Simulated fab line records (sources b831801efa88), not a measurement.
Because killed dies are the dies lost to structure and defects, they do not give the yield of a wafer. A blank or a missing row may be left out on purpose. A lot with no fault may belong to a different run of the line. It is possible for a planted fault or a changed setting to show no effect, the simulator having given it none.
The tool behind it: which one? :: flow gf180mcu :: route of 602 steps, sampled at 1 step: 7 lots, 21 wafers

WHAT THE GAUGES READ, wafer by wafer
GF_M4_THK_MEAS_06: measures by xrf.
lot: L259
measured: day 23 01:46
on: film_metro-02
M4_ALCU_THK (nm): 448 454 448

lot: L262
measured: day 24 02:31
on: film_metro-01
M4_ALCU_THK (nm): 448 452 450

lot: L264
measured: day 24 18:37
on: film_metro-02
M4_ALCU_THK (nm): 455 457 456

lot: L266
measured: day 25 09:04
on: film_metro-02
M4_ALCU_THK (nm): 453 452 460

lot: L275
measured: day 28 06:16
on: film_metro-02
M4_ALCU_THK (nm): 451 449 449

lot: L279
measured: day 29 06:11
on: film_metro-02
M4_ALCU_THK (nm): 452 447 449

lot: L281
measured: day 29 21:14
on: film_metro-03
M4_ALCU_THK (nm): 443 442 446

EACH LOT AND THE TOOL THAT RAN IT (in order: tool; ch and the chambers of the sampled wafers; start)
The record holds no process step before these readings.

THE ANSWER, worked out from the rows above alone
Rule: the lots themselves supply what counts as usual. The widest of any qualifying gaps counts: lots, ordered by their means at a reading, are off when they make up no more than a third of the lots, leave a main group of 4 or more, and stand apart from it by 3 or more times the standard deviation of that group's means. The tables above print the reading to a certain number of digits; a main group whose means all agree to those digits is not used. A lot without any number at a reading at which 4 lots or more have one is off too. Any other lot the step has rows for is counted as sound.
Across all readings shown, no lot is off: no conclusion can be drawn from this.

WHAT THE SIMULATOR HAD INSERTED
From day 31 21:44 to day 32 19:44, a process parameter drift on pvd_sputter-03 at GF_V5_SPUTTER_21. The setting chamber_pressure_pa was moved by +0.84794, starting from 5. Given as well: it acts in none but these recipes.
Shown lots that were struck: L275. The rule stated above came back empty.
